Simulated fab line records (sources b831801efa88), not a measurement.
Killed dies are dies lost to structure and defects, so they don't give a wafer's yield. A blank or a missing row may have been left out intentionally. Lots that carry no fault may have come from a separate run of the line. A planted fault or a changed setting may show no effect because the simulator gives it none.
fab line records :: flow sky130
[record]
  lots = 13
  wafers = 39
  last-day = 50
route steps=708 shown VT_ADJUST_HVTP@95 VT_ADJUST_NCORE@128 VT_ADJUST_PCH@150
lots with no fault: from the same line, run without faults
start-h: hours from the record's opening day to when the first of the lot's shown wafers began :: wait-h: time in hours since the lot's previous step :: " as in the row above :: L1.1+2: several wafers, shown together as one row :: - value missing, or start not given :: * or withheld: withheld :: < > ~ a bound
route shown NAME@n: a module of which the file shows steps, and the number in the route of the first :: usual: mean/standard deviation taken from wafers without a fault :: same: alike in all rows :: chamber/n: place in a boat :: sites: the reading at each site :: _std_site: their standard deviation :: _edge_site: inner sites' mean taken away from outer sites' mean :: radius-mm: how far each site lies from the wafer's centre :: mask NAME#n: copy n :: behind: the tool/chamber that last shaped the wafer :: hold: cause of the lot's hold/its duration in hours/its outcome :: device: the transistor (n, p or np) that didn't switch :: end of line: at the end of the route, the tests of the same wafers :: a step with no rows: only its recipe :: killed: the dies lost at the first sort to structure and to defects; this is not the yield of the wafer :: map: the dies of a wafer, with x for killed, . for not killed, _ for no die there
set.NAME: the setting the step ran with; set.NAME@STEP: the setting that earlier step ran with :: model.NAME: the simulator's own value behind a step, which no gauge read
the route's steps for a sample of lots (tables are steps, rows are wafers)
services: from which hour (start-h, from the record's first day; less than 0 if before it) a tool's chamber was out of use, for how many hours, and why
[[steps]]
[step SKY_VT_ADJUST_HVTP_STRIP_10]
[recipe]
  chemistry = O2/N2
  power-w = 1400
  pressure-mtorr = 1500
  platen-temp-c = withheld
  o2-flow-sccm = 3000
  n2-flow-sccm = 300
  overash-fraction = 0.5
[usual]
  drypump-motor-current-A = 5.88/0.11
  oes-product-au = 0.715/0.0049
  strip-time-to-endpoint-s = 14.20/0.042
lot.wafer: L693.1
tool: plasma-asher-03
chamber: 0
start-h: 128.31
wait-h: 0.1
drypump-motor-current-A: 5.96
oes-product-au: 0.712
rf-hours-counter-h: 44
strip-time-to-endpoint-s: 14.16

lot.wafer: L693.2
tool: plasma-asher-03
chamber: 1
start-h: 128.31
wait-h: 0.1
drypump-motor-current-A: 5.88
oes-product-au: 0.713
rf-hours-counter-h: 44
strip-time-to-endpoint-s: 14.21

lot.wafer: L693.3
tool: plasma-asher-03
chamber: 1
start-h: 128.31
wait-h: 0.1
drypump-motor-current-A: 5.86
oes-product-au: 0.712
rf-hours-counter-h: -
strip-time-to-endpoint-s: 14.20

lot.wafer: L694.1
tool: plasma-asher-02
chamber: 0
start-h: 131.11
wait-h: 0.1
drypump-motor-current-A: 6.04
oes-product-au: 0.712
rf-hours-counter-h: 29
strip-time-to-endpoint-s: 14.17

lot.wafer: L694.4
tool: plasma-asher-02
chamber: 1
start-h: 131.11
wait-h: 0.1
drypump-motor-current-A: 5.69
oes-product-au: 0.714
rf-hours-counter-h: -
strip-time-to-endpoint-s: 14.14

lot.wafer: L694.5
tool: plasma-asher-02
chamber: 0
start-h: 131.11
wait-h: 0.1
drypump-motor-current-A: 6.05
oes-product-au: 0.709
rf-hours-counter-h: -
strip-time-to-endpoint-s: 14.18

lot.wafer: L695.4
tool: plasma-asher-03
chamber: 1
start-h: 134.75
wait-h: 0.1
drypump-motor-current-A: 5.85
oes-product-au: 0.707
rf-hours-counter-h: -
strip-time-to-endpoint-s: 14.23

lot.wafer: L695.5
tool: plasma-asher-03
chamber: 1
start-h: 134.75
wait-h: 0.1
drypump-motor-current-A: 5.85
oes-product-au: 0.717
rf-hours-counter-h: -
strip-time-to-endpoint-s: 14.22

lot.wafer: L695.6
tool: plasma-asher-03
chamber: 0
start-h: 134.75
wait-h: 0.1
drypump-motor-current-A: 5.96
oes-product-au: 0.714
rf-hours-counter-h: -
strip-time-to-endpoint-s: 14.17

lot.wafer: L696.1
tool: plasma-asher-01
chamber: 1
start-h: 143.73
wait-h: 0.1
drypump-motor-current-A: 5.80
oes-product-au: 0.713
rf-hours-counter-h: 3
strip-time-to-endpoint-s: 14.23

lot.wafer: L696.4
tool: plasma-asher-01
chamber: 1
start-h: 143.73
wait-h: 0.1
drypump-motor-current-A: 5.80
oes-product-au: 0.715
rf-hours-counter-h: -
strip-time-to-endpoint-s: 14.26

lot.wafer: L696.5
tool: plasma-asher-01
chamber: 1
start-h: 143.73
wait-h: 0.1
drypump-motor-current-A: 5.78
oes-product-au: 0.711
rf-hours-counter-h: -
strip-time-to-endpoint-s: 14.24

lot.wafer: L703.2
tool: plasma-asher-01
chamber: 0
start-h: 187.78
wait-h: 0.1
drypump-motor-current-A: 5.87
oes-product-au: 0.716
rf-hours-counter-h: 6
strip-time-to-endpoint-s: 14.21

lot.wafer: L703.3
tool: plasma-asher-01
chamber: 1
start-h: 187.78
wait-h: 0.1
drypump-motor-current-A: 5.81
oes-product-au: 0.715
rf-hours-counter-h: -
strip-time-to-endpoint-s: 14.16

lot.wafer: L703.4
tool: plasma-asher-01
chamber: 0
start-h: 187.78
wait-h: 0.1
drypump-motor-current-A: 5.88
oes-product-au: 0.712
rf-hours-counter-h: -
strip-time-to-endpoint-s: 14.18

lot.wafer: L706.1
tool: plasma-asher-02
chamber: 0
start-h: 206.01
wait-h: 0.1
drypump-motor-current-A: 6.09
oes-product-au: 0.717
rf-hours-counter-h: 36
strip-time-to-endpoint-s: 14.30

lot.wafer: L706.4
tool: plasma-asher-02
chamber: 0
start-h: 206.01
wait-h: 0.1
drypump-motor-current-A: 6.06
oes-product-au: 0.714
rf-hours-counter-h: -
strip-time-to-endpoint-s: 14.27

lot.wafer: L706.5
tool: plasma-asher-02
chamber: 1
start-h: 206.01
wait-h: 0.1
drypump-motor-current-A: 5.69
oes-product-au: 0.718
rf-hours-counter-h: -
strip-time-to-endpoint-s: 14.22

lot.wafer: L707.2
tool: plasma-asher-02
chamber: 1
start-h: 212.11
wait-h: 0.1
drypump-motor-current-A: 5.71
oes-product-au: 0.715
rf-hours-counter-h: 36
strip-time-to-endpoint-s: 14.13

lot.wafer: L707.4
tool: plasma-asher-02
chamber: 1
start-h: 212.11
wait-h: 0.1
drypump-motor-current-A: 5.69
oes-product-au: 0.708
rf-hours-counter-h: -
strip-time-to-endpoint-s: 14.12

lot.wafer: L707.6
tool: plasma-asher-02
chamber: 1
start-h: 212.11
wait-h: 0.1
drypump-motor-current-A: 5.70
oes-product-au: 0.715
rf-hours-counter-h: -
strip-time-to-endpoint-s: 14.12

lot.wafer: L708.4
tool: plasma-asher-02
chamber: 0
start-h: 216.15
wait-h: 0.1
drypump-motor-current-A: 6.04
oes-product-au: 0.723
rf-hours-counter-h: -
strip-time-to-endpoint-s: 14.17

lot.wafer: L708.5
tool: plasma-asher-02
chamber: 1
start-h: 216.15
wait-h: 0.1
drypump-motor-current-A: 5.69
oes-product-au: 0.715
rf-hours-counter-h: -
strip-time-to-endpoint-s: 14.16

lot.wafer: L708.6
tool: plasma-asher-02
chamber: 0
start-h: 216.15
wait-h: 0.1
drypump-motor-current-A: 6.11
oes-product-au: 0.709
rf-hours-counter-h: -
strip-time-to-endpoint-s: 14.16

lot.wafer: L709.1
tool: plasma-asher-02
chamber: 1
start-h: 224.11
wait-h: 0.1
drypump-motor-current-A: 5.70
oes-product-au: 0.708
rf-hours-counter-h: 37
strip-time-to-endpoint-s: 14.20

lot.wafer: L709.3
tool: plasma-asher-02
chamber: 0
start-h: 224.11
wait-h: 0.1
drypump-motor-current-A: 6.10
oes-product-au: 0.709
rf-hours-counter-h: -
strip-time-to-endpoint-s: 14.21

lot.wafer: L709.6
tool: plasma-asher-02
chamber: 0
start-h: 224.11
wait-h: 0.1
drypump-motor-current-A: 6.10
oes-product-au: 0.711
rf-hours-counter-h: -
strip-time-to-endpoint-s: 14.20

lot.wafer: L711.1
tool: plasma-asher-01
chamber: 1
start-h: 237.56
wait-h: 0.1
drypump-motor-current-A: 5.81
oes-product-au: 0.722
rf-hours-counter-h: 11
strip-time-to-endpoint-s: 14.22

lot.wafer: L711.2
tool: plasma-asher-01
chamber: 0
start-h: 237.56
wait-h: 0.1
drypump-motor-current-A: 5.86
oes-product-au: 0.715
rf-hours-counter-h: 11
strip-time-to-endpoint-s: 14.24

lot.wafer: L711.6
tool: plasma-asher-01
chamber: 1
start-h: 237.56
wait-h: 0.1
drypump-motor-current-A: 5.81
oes-product-au: 0.716
rf-hours-counter-h: -
strip-time-to-endpoint-s: 14.23

lot.wafer: L713.2
tool: plasma-asher-03
chamber: 0
start-h: 248.23
wait-h: 0.1
drypump-motor-current-A: 5.99
oes-product-au: 0.715
rf-hours-counter-h: 57
strip-time-to-endpoint-s: 14.24

lot.wafer: L713.4
tool: plasma-asher-03
chamber: 1
start-h: 248.23
wait-h: 0.1
drypump-motor-current-A: 5.86
oes-product-au: 0.716
rf-hours-counter-h: -
strip-time-to-endpoint-s: 14.23

lot.wafer: L713.5
tool: plasma-asher-03
chamber: 1
start-h: 248.23
wait-h: 0.1
drypump-motor-current-A: 5.88
oes-product-au: 0.719
rf-hours-counter-h: -
strip-time-to-endpoint-s: 14.22

lot.wafer: L714.2
tool: plasma-asher-03
chamber: 1
start-h: 254.58
wait-h: 0.1
drypump-motor-current-A: 5.87
oes-product-au: 0.708
rf-hours-counter-h: 58
strip-time-to-endpoint-s: 14.21

lot.wafer: L714.3
tool: plasma-asher-03
chamber: 0
start-h: 254.58
wait-h: 0.1
drypump-motor-current-A: 5.95
oes-product-au: 0.721
rf-hours-counter-h: -
strip-time-to-endpoint-s: 14.19

lot.wafer: L714.4
tool: plasma-asher-03
chamber: 1
start-h: 254.58
wait-h: 0.1
drypump-motor-current-A: 5.85
oes-product-au: 0.717
rf-hours-counter-h: -
strip-time-to-endpoint-s: 14.22

lot.wafer: L716.2
tool: plasma-asher-03
chamber: 0
start-h: 268.36
wait-h: 0.1
drypump-motor-current-A: 5.97
oes-product-au: 0.713
rf-hours-counter-h: 59
strip-time-to-endpoint-s: 14.17

lot.wafer: L716.4
tool: plasma-asher-03
chamber: 1
start-h: 268.36
wait-h: 0.1
drypump-motor-current-A: 5.87
oes-product-au: 0.709
rf-hours-counter-h: -
strip-time-to-endpoint-s: 14.20

lot.wafer: L716.6
tool: plasma-asher-03
chamber: 0
start-h: 268.36
wait-h: 0.1
drypump-motor-current-A: 5.96
oes-product-au: 0.715
rf-hours-counter-h: -
strip-time-to-endpoint-s: 14.26
[step SKY_VT_ADJUST_HVTP_TW_MEAS_11]
[usual]
  VT_ADJUST_HVTP_TW = 1357/5.7
lot.wafer: L693.1
tool: film-metro-04
chamber: -
start-h: 128.41
wait-h: 0.1
VT_ADJUST_HVTP_TW: 1352

lot.wafer: L693.2
tool: film-metro-04
chamber: -
start-h: 128.41
wait-h: 0.1
VT_ADJUST_HVTP_TW: 1359

lot.wafer: L693.3
tool: film-metro-04
chamber: -
start-h: 128.41
wait-h: 0.1
VT_ADJUST_HVTP_TW: 1358

lot.wafer: L694.1
tool: film-metro-04
chamber: -
start-h: 131.21
wait-h: 0.1
VT_ADJUST_HVTP_TW: 1363

lot.wafer: L694.4
tool: film-metro-04
chamber: -
start-h: 131.21
wait-h: 0.1
VT_ADJUST_HVTP_TW: 1349

lot.wafer: L694.5
tool: film-metro-04
chamber: -
start-h: 131.21
wait-h: 0.1
VT_ADJUST_HVTP_TW: 1353

lot.wafer: L695.4
tool: film-metro-03
chamber: -
start-h: 134.84
wait-h: 0.1
VT_ADJUST_HVTP_TW: 1366

lot.wafer: L695.5
tool: film-metro-03
chamber: -
start-h: 134.84
wait-h: 0.1
VT_ADJUST_HVTP_TW: 1364

lot.wafer: L695.6
tool: film-metro-03
chamber: -
start-h: 134.84
wait-h: 0.1
VT_ADJUST_HVTP_TW: 1363

lot.wafer: L696.1
tool: film-metro-01
chamber: -
start-h: 143.83
wait-h: 0.1
VT_ADJUST_HVTP_TW: 1354

lot.wafer: L696.4
tool: film-metro-01
chamber: -
start-h: 143.83
wait-h: 0.1
VT_ADJUST_HVTP_TW: 1356

lot.wafer: L696.5
tool: film-metro-01
chamber: -
start-h: 143.83
wait-h: 0.1
VT_ADJUST_HVTP_TW: 1364

lot.wafer: L703.2
tool: film-metro-04
chamber: -
start-h: 187.89
wait-h: 0.1
VT_ADJUST_HVTP_TW: 1355

lot.wafer: L703.3
tool: film-metro-04
chamber: -
start-h: 187.89
wait-h: 0.1
VT_ADJUST_HVTP_TW: 1362

lot.wafer: L703.4
tool: film-metro-04
chamber: -
start-h: 187.89
wait-h: 0.1
VT_ADJUST_HVTP_TW: 1362

lot.wafer: L706.1
tool: film-metro-04
chamber: -
start-h: 206.11
wait-h: 0.1
VT_ADJUST_HVTP_TW: 1363

lot.wafer: L706.4
tool: film-metro-04
chamber: -
start-h: 206.11
wait-h: 0.1
VT_ADJUST_HVTP_TW: 1362

lot.wafer: L706.5
tool: film-metro-04
chamber: -
start-h: 206.11
wait-h: 0.1
VT_ADJUST_HVTP_TW: 1361

lot.wafer: L707.2
tool: film-metro-01
chamber: -
start-h: 212.22
wait-h: 0.1
VT_ADJUST_HVTP_TW: 1357

lot.wafer: L707.4
tool: film-metro-01
chamber: -
start-h: 212.22
wait-h: 0.1
VT_ADJUST_HVTP_TW: 1357

lot.wafer: L707.6
tool: film-metro-01
chamber: -
start-h: 212.22
wait-h: 0.1
VT_ADJUST_HVTP_TW: 1360

lot.wafer: L708.4
tool: film-metro-03
chamber: -
start-h: 216.28
wait-h: 0.1
VT_ADJUST_HVTP_TW: 1358

lot.wafer: L708.5
tool: film-metro-03
chamber: -
start-h: 216.28
wait-h: 0.1
VT_ADJUST_HVTP_TW: 1355

lot.wafer: L708.6
tool: film-metro-03
chamber: -
start-h: 216.28
wait-h: 0.1
VT_ADJUST_HVTP_TW: 1363

lot.wafer: L709.1
tool: film-metro-01
chamber: -
start-h: 224.21
wait-h: 0.1
VT_ADJUST_HVTP_TW: 1350

lot.wafer: L709.3
tool: film-metro-01
chamber: -
start-h: 224.21
wait-h: 0.1
VT_ADJUST_HVTP_TW: 1350

lot.wafer: L709.6
tool: film-metro-01
chamber: -
start-h: 224.21
wait-h: 0.1
VT_ADJUST_HVTP_TW: 1344

lot.wafer: L711.1
tool: film-metro-03
chamber: -
start-h: 237.66
wait-h: 0.1
VT_ADJUST_HVTP_TW: 1357

lot.wafer: L711.2
tool: film-metro-03
chamber: -
start-h: 237.66
wait-h: 0.1
VT_ADJUST_HVTP_TW: 1363

lot.wafer: L711.6
tool: film-metro-03
chamber: -
start-h: 237.66
wait-h: 0.1
VT_ADJUST_HVTP_TW: 1365

lot.wafer: L713.2
tool: film-metro-03
chamber: -
start-h: 248.34
wait-h: 0.1
VT_ADJUST_HVTP_TW: 1360

lot.wafer: L713.4
tool: film-metro-03
chamber: -
start-h: 248.34
wait-h: 0.1
VT_ADJUST_HVTP_TW: 1367

lot.wafer: L713.5
tool: film-metro-03
chamber: -
start-h: 248.34
wait-h: 0.1
VT_ADJUST_HVTP_TW: 1356

lot.wafer: L714.2
tool: film-metro-03
chamber: -
start-h: 254.69
wait-h: 0.1
VT_ADJUST_HVTP_TW: 1363

lot.wafer: L714.3
tool: film-metro-03
chamber: -
start-h: 254.69
wait-h: 0.1
VT_ADJUST_HVTP_TW: 1359

lot.wafer: L714.4
tool: film-metro-03
chamber: -
start-h: 254.69
wait-h: 0.1
VT_ADJUST_HVTP_TW: 1357

lot.wafer: L716.2
tool: film-metro-01
chamber: -
start-h: 268.47
wait-h: 0.1
VT_ADJUST_HVTP_TW: 1352

lot.wafer: L716.4
tool: film-metro-01
chamber: -
start-h: 268.47
wait-h: 0.1
VT_ADJUST_HVTP_TW: 1353

lot.wafer: L716.6
tool: film-metro-01
chamber: -
start-h: 268.47
wait-h: 0.1
VT_ADJUST_HVTP_TW: 1357
[step SKY_VT_ADJUST_NCORE_IMPLANT_09]
[recipe]
  species = B
  energy-kev = 10
  dose-cm2 = 2.4e+12
  tilt-deg = withheld
[usual]
  dose-ions-cm2 = 2.3992e+12/2.5e+09
lot.wafer: L693.1
tool: implanter-02
chamber: 0
start-h: 188.83
wait-h: 0.0
dose-ions-cm2: 2.3942e+12

lot.wafer: L693.2
tool: implanter-02
chamber: 0
start-h: 188.83
wait-h: 0.0
dose-ions-cm2: 2.3944e+12

lot.wafer: L693.3
tool: implanter-02
chamber: 0
start-h: 188.83
wait-h: 0.0
dose-ions-cm2: 2.3964e+12

lot.wafer: L694.1
tool: implanter-01
chamber: 0
start-h: 192.28
wait-h: 0.0
dose-ions-cm2: 2.4042e+12

lot.wafer: L694.4
tool: implanter-01
chamber: 0
start-h: 192.28
wait-h: 0.0
dose-ions-cm2: 2.3996e+12

lot.wafer: L694.5
tool: implanter-01
chamber: 0
start-h: 192.28
wait-h: 0.0
dose-ions-cm2: 2.4046e+12

lot.wafer: L695.4
tool: implanter-01
chamber: 0
start-h: 197.58
wait-h: 0.1
dose-ions-cm2: 2.3998e+12

lot.wafer: L695.5
tool: implanter-01
chamber: 0
start-h: 197.58
wait-h: 0.1
dose-ions-cm2: 2.3973e+12

lot.wafer: L695.6
tool: implanter-01
chamber: 0
start-h: 197.58
wait-h: 0.1
dose-ions-cm2: 2.3993e+12

lot.wafer: L696.1
tool: implanter-01
chamber: 0
start-h: 206.73
wait-h: 0.0
dose-ions-cm2: 2.3977e+12

lot.wafer: L696.4
tool: implanter-01
chamber: 0
start-h: 206.73
wait-h: 0.0
dose-ions-cm2: 2.4019e+12

lot.wafer: L696.5
tool: implanter-01
chamber: 0
start-h: 206.73
wait-h: 0.0
dose-ions-cm2: 2.3991e+12

lot.wafer: L703.2
tool: implanter-01
chamber: 0
start-h: 256.08
wait-h: 0.0
dose-ions-cm2: 2.3139e+12

lot.wafer: L703.3
tool: implanter-01
chamber: 0
start-h: 256.08
wait-h: 0.0
dose-ions-cm2: 2.3128e+12

lot.wafer: L703.4
tool: implanter-01
chamber: 0
start-h: 256.08
wait-h: 0.0
dose-ions-cm2: 2.3138e+12

lot.wafer: L706.1
tool: implanter-01
chamber: 0
start-h: 276.86
wait-h: 0.1
dose-ions-cm2: 2.3089e+12

lot.wafer: L706.4
tool: implanter-01
chamber: 0
start-h: 276.86
wait-h: 0.1
dose-ions-cm2: 2.3114e+12

lot.wafer: L706.5
tool: implanter-01
chamber: 0
start-h: 276.86
wait-h: 0.1
dose-ions-cm2: 2.3132e+12

lot.wafer: L707.2
tool: implanter-03
chamber: 0
start-h: 284.08
wait-h: 0.0
dose-ions-cm2: 2.3987e+12

lot.wafer: L707.4
tool: implanter-03
chamber: 0
start-h: 284.08
wait-h: 0.0
dose-ions-cm2: 2.3978e+12

lot.wafer: L707.6
tool: implanter-03
chamber: 0
start-h: 284.08
wait-h: 0.0
dose-ions-cm2: 2.3993e+12

lot.wafer: L708.4
tool: implanter-02
chamber: 0
start-h: 288.03
wait-h: 0.1
dose-ions-cm2: 2.3948e+12

lot.wafer: L708.5
tool: implanter-02
chamber: 0
start-h: 288.03
wait-h: 0.1
dose-ions-cm2: 2.3999e+12

lot.wafer: L708.6
tool: implanter-02
chamber: 0
start-h: 288.03
wait-h: 0.1
dose-ions-cm2: 2.3987e+12

lot.wafer: L709.1
tool: implanter-02
chamber: 0
start-h: 297.25
wait-h: 0.0
dose-ions-cm2: 2.4003e+12

lot.wafer: L709.3
tool: implanter-02
chamber: 0
start-h: 297.25
wait-h: 0.0
dose-ions-cm2: 2.4014e+12

lot.wafer: L709.6
tool: implanter-02
chamber: 0
start-h: 297.25
wait-h: 0.0
dose-ions-cm2: 2.3999e+12

lot.wafer: L711.1
tool: implanter-02
chamber: 0
start-h: 312.46
wait-h: 0.0
dose-ions-cm2: 2.3965e+12

lot.wafer: L711.2
tool: implanter-02
chamber: 0
start-h: 312.46
wait-h: 0.0
dose-ions-cm2: 2.3984e+12

lot.wafer: L711.6
tool: implanter-02
chamber: 0
start-h: 312.46
wait-h: 0.0
dose-ions-cm2: 2.3943e+12

lot.wafer: L713.2
tool: implanter-02
chamber: 0
start-h: 324.13
wait-h: 0.0
dose-ions-cm2: 2.3963e+12

lot.wafer: L713.4
tool: implanter-02
chamber: 0
start-h: 324.13
wait-h: 0.0
dose-ions-cm2: 2.4003e+12

lot.wafer: L713.5
tool: implanter-02
chamber: 0
start-h: 324.13
wait-h: 0.0
dose-ions-cm2: 2.3996e+12

lot.wafer: L714.2
tool: implanter-03
chamber: 0
start-h: 330.58
wait-h: 0.0
dose-ions-cm2: 2.3989e+12

lot.wafer: L714.3
tool: implanter-03
chamber: 0
start-h: 330.58
wait-h: 0.0
dose-ions-cm2: 2.4003e+12

lot.wafer: L714.4
tool: implanter-03
chamber: 0
start-h: 330.58
wait-h: 0.0
dose-ions-cm2: 2.3982e+12

lot.wafer: L716.2
tool: implanter-03
chamber: 0
start-h: 346.85
wait-h: 0.0
dose-ions-cm2: 2.3968e+12

lot.wafer: L716.4
tool: implanter-03
chamber: 0
start-h: 346.85
wait-h: 0.0
dose-ions-cm2: 2.3982e+12

lot.wafer: L716.6
tool: implanter-03
chamber: 0
start-h: 346.85
wait-h: 0.0
dose-ions-cm2: 2.3996e+12
[step SKY_VT_ADJUST_PCH_OVL_MEAS_07]
[usual]
  VT_ADJUST_PCH_OVL = 1.2/1.5
lot.wafer: L693.1
tool: overlay-02
chamber: -
start-h: 233.37
wait-h: -
VT_ADJUST_PCH_OVL[nm]: -1.6

lot.wafer: L693.2
tool: overlay-02
chamber: -
start-h: 233.37
wait-h: -
VT_ADJUST_PCH_OVL[nm]: 1.8

lot.wafer: L693.3
tool: overlay-02
chamber: -
start-h: 233.37
wait-h: -
VT_ADJUST_PCH_OVL[nm]: -0.9

lot.wafer: L694.1
tool: overlay-01
chamber: -
start-h: 236.97
wait-h: -
VT_ADJUST_PCH_OVL[nm]: 0.2

lot.wafer: L694.4
tool: overlay-01
chamber: -
start-h: 236.97
wait-h: -
VT_ADJUST_PCH_OVL[nm]: 3.3

lot.wafer: L694.5
tool: overlay-01
chamber: -
start-h: 236.97
wait-h: -
VT_ADJUST_PCH_OVL[nm]: 0.6

lot.wafer: L695.4
tool: overlay-02
chamber: -
start-h: 241.79
wait-h: -
VT_ADJUST_PCH_OVL[nm]: -0.2

lot.wafer: L695.5
tool: overlay-02
chamber: -
start-h: 241.79
wait-h: -
VT_ADJUST_PCH_OVL[nm]: -0.6

lot.wafer: L695.6
tool: overlay-02
chamber: -
start-h: 241.79
wait-h: -
VT_ADJUST_PCH_OVL[nm]: -1.0

lot.wafer: L696.1
tool: overlay-01
chamber: -
start-h: 253.06
wait-h: -
VT_ADJUST_PCH_OVL[nm]: 2.0

lot.wafer: L696.4
tool: overlay-01
chamber: -
start-h: 253.06
wait-h: -
VT_ADJUST_PCH_OVL[nm]: 1.5

lot.wafer: L696.5
tool: overlay-01
chamber: -
start-h: 253.06
wait-h: -
VT_ADJUST_PCH_OVL[nm]: 1.2

lot.wafer: L703.2
tool: overlay-01
chamber: -
start-h: 306.61
wait-h: -
VT_ADJUST_PCH_OVL[nm]: 1.1

lot.wafer: L703.3
tool: overlay-01
chamber: -
start-h: 306.61
wait-h: -
VT_ADJUST_PCH_OVL[nm]: 3.1

lot.wafer: L703.4
tool: overlay-01
chamber: -
start-h: 306.61
wait-h: -
VT_ADJUST_PCH_OVL[nm]: 1.8

lot.wafer: L706.1
tool: overlay-02
chamber: -
start-h: 328.22
wait-h: -
VT_ADJUST_PCH_OVL[nm]: -0.5

lot.wafer: L706.4
tool: overlay-02
chamber: -
start-h: 328.22
wait-h: -
VT_ADJUST_PCH_OVL[nm]: -1.5

lot.wafer: L706.5
tool: overlay-02
chamber: -
start-h: 328.22
wait-h: -
VT_ADJUST_PCH_OVL[nm]: 0.7

lot.wafer: L707.2
tool: overlay-01
chamber: -
start-h: 335.96
wait-h: -
VT_ADJUST_PCH_OVL[nm]: 4.6

lot.wafer: L707.4
tool: overlay-01
chamber: -
start-h: 335.96
wait-h: -
VT_ADJUST_PCH_OVL[nm]: 2.5

lot.wafer: L707.6
tool: overlay-01
chamber: -
start-h: 335.96
wait-h: -
VT_ADJUST_PCH_OVL[nm]: 2.9

lot.wafer: L708.4
tool: overlay-01
chamber: -
start-h: 339.62
wait-h: -
VT_ADJUST_PCH_OVL[nm]: 3.7

lot.wafer: L708.5
tool: overlay-01
chamber: -
start-h: 339.62
wait-h: -
VT_ADJUST_PCH_OVL[nm]: 1.1

lot.wafer: L708.6
tool: overlay-01
chamber: -
start-h: 339.62
wait-h: -
VT_ADJUST_PCH_OVL[nm]: 1.8

lot.wafer: L709.1
tool: overlay-02
chamber: -
start-h: 350.01
wait-h: -
VT_ADJUST_PCH_OVL[nm]: 2.0

lot.wafer: L709.3
tool: overlay-02
chamber: -
start-h: 350.01
wait-h: -
VT_ADJUST_PCH_OVL[nm]: 1.6

lot.wafer: L709.6
tool: overlay-02
chamber: -
start-h: 350.01
wait-h: -
VT_ADJUST_PCH_OVL[nm]: 0.7

lot.wafer: L711.1
tool: overlay-02
chamber: -
start-h: 364.97
wait-h: -
VT_ADJUST_PCH_OVL[nm]: 0.0

lot.wafer: L711.2
tool: overlay-02
chamber: -
start-h: 364.97
wait-h: -
VT_ADJUST_PCH_OVL[nm]: -1.2

lot.wafer: L711.6
tool: overlay-02
chamber: -
start-h: 364.97
wait-h: -
VT_ADJUST_PCH_OVL[nm]: -0.6

lot.wafer: L713.2
tool: overlay-02
chamber: -
start-h: 380.01
wait-h: -
VT_ADJUST_PCH_OVL[nm]: 1.9

lot.wafer: L713.4
tool: overlay-02
chamber: -
start-h: 380.01
wait-h: -
VT_ADJUST_PCH_OVL[nm]: 0.8

lot.wafer: L713.5
tool: overlay-02
chamber: -
start-h: 380.01
wait-h: -
VT_ADJUST_PCH_OVL[nm]: 1.0

lot.wafer: L714.2
tool: overlay-01
chamber: -
start-h: 386.81
wait-h: -
VT_ADJUST_PCH_OVL[nm]: -0.1

lot.wafer: L714.3
tool: overlay-01
chamber: -
start-h: 386.81
wait-h: -
VT_ADJUST_PCH_OVL[nm]: 0.3

lot.wafer: L714.4
tool: overlay-01
chamber: -
start-h: 386.81
wait-h: -
VT_ADJUST_PCH_OVL[nm]: 1.1

lot.wafer: L716.2
tool: overlay-01
chamber: -
start-h: 404.58
wait-h: -
VT_ADJUST_PCH_OVL[nm]: 1.8

lot.wafer: L716.4
tool: overlay-01
chamber: -
start-h: 404.58
wait-h: -
VT_ADJUST_PCH_OVL[nm]: 2.7

lot.wafer: L716.6
tool: overlay-01
chamber: -
start-h: 404.58
wait-h: -
VT_ADJUST_PCH_OVL[nm]: 1.7
[[services]]
tool: plasma-asher-01
chamber: -
start-h: 108.75
hours: 9.0
kind: pm

tool: plasma-asher-01
chamber: 0
start-h: 108.75
hours: 9.0
kind: vent-cycle

tool: plasma-asher-01
chamber: 1
start-h: 108.75
hours: 9.0
kind: vent-cycle

tool: plasma-asher-01
chamber: 0
start-h: 117.75
hours: -
kind: clean

tool: implanter-02
chamber: -
start-h: 121.44
hours: 5.8
kind: repair

tool: implanter-01
chamber: -
start-h: 122.35
hours: 2.2
kind: repair

tool: plasma-asher-02
chamber: -
start-h: 137.41
hours: 11.5
kind: repair

tool: plasma-asher-01
chamber: -
start-h: 146.34
hours: 14.6
kind: pm

tool: implanter-01
chamber: -
start-h: 151.16
hours: 2.9
kind: repair

tool: plasma-asher-01
chamber: -
start-h: 163.35
hours: 1.4
kind: repair

tool: implanter-02
chamber: -
start-h: 171.90
hours: 1.0
kind: repair

tool: implanter-02
chamber: -
start-h: 179.34
hours: 0.9
kind: repair

tool: plasma-asher-02
chamber: -
start-h: 248.44
hours: 1.8
kind: repair

tool: plasma-asher-02
chamber: -
start-h: 248.92
hours: 3.6
kind: repair

tool: implanter-02
chamber: -
start-h: 265.85
hours: 18.6
kind: repair

tool: implanter-03
chamber: -
start-h: 273.62
hours: 3.8
kind: repair

tool: plasma-asher-02
chamber: -
start-h: 292.92
hours: 0.7
kind: repair

tool: plasma-asher-03
chamber: -
start-h: 295.31
hours: 8.8
kind: repair

tool: implanter-01
chamber: -
start-h: 313.37
hours: 5.2
kind: repair

tool: implanter-02
chamber: -
start-h: 314.17
hours: 0.5
kind: repair

tool: implanter-02
chamber: -
start-h: 318.46
hours: 2.1
kind: repair

tool: plasma-asher-01
chamber: -
start-h: 325.24
hours: 2.8
kind: repair

tool: plasma-asher-01
chamber: -
start-h: 341.39
hours: 0.8
kind: repair

tool: implanter-02
chamber: -
start-h: 346.43
hours: 6.3
kind: repair
[[key]]
[first-sign]
  step = SKY_VT_ADJUST_NCORE_IMPLANT_09
  reading = dose-ions-cm2
  direction = down
  sigmas = 35
  usual = *
  struck = *
effect none on later readings
met-at SKY_VT_ADJUST_NCORE_IMPLANT_09
struck-lots L703,L706
tester-left-out L703,L706
not-acting-at SKY_VT_ADJUST_HVTP_STRIP_10,SKY_VT_ADJUST_HVTP_TW_MEAS_11,SKY_VT_ADJUST_PCH_OVL_MEAS_07
onset-between 206.73 256.08
[fault]
  kind = process-parameter-drift
  tool = implanter-01
  chamber = -
  onset-h = 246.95
  steps = SKY_VT_ADJUST_NCORE_IMPLANT_09
  channel = dose-cm2
  offset = *
  shape = step
  end-h = 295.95
  acts-in = *
  stated = *
// tester-left-out: of these lots the tester's yield and bins aren't shown, on N5 and GAA mostly nor the transistor test; their killed dies are dies lost to structure and defects alone, not to doping, threshold or leakage, so they don't give the yield
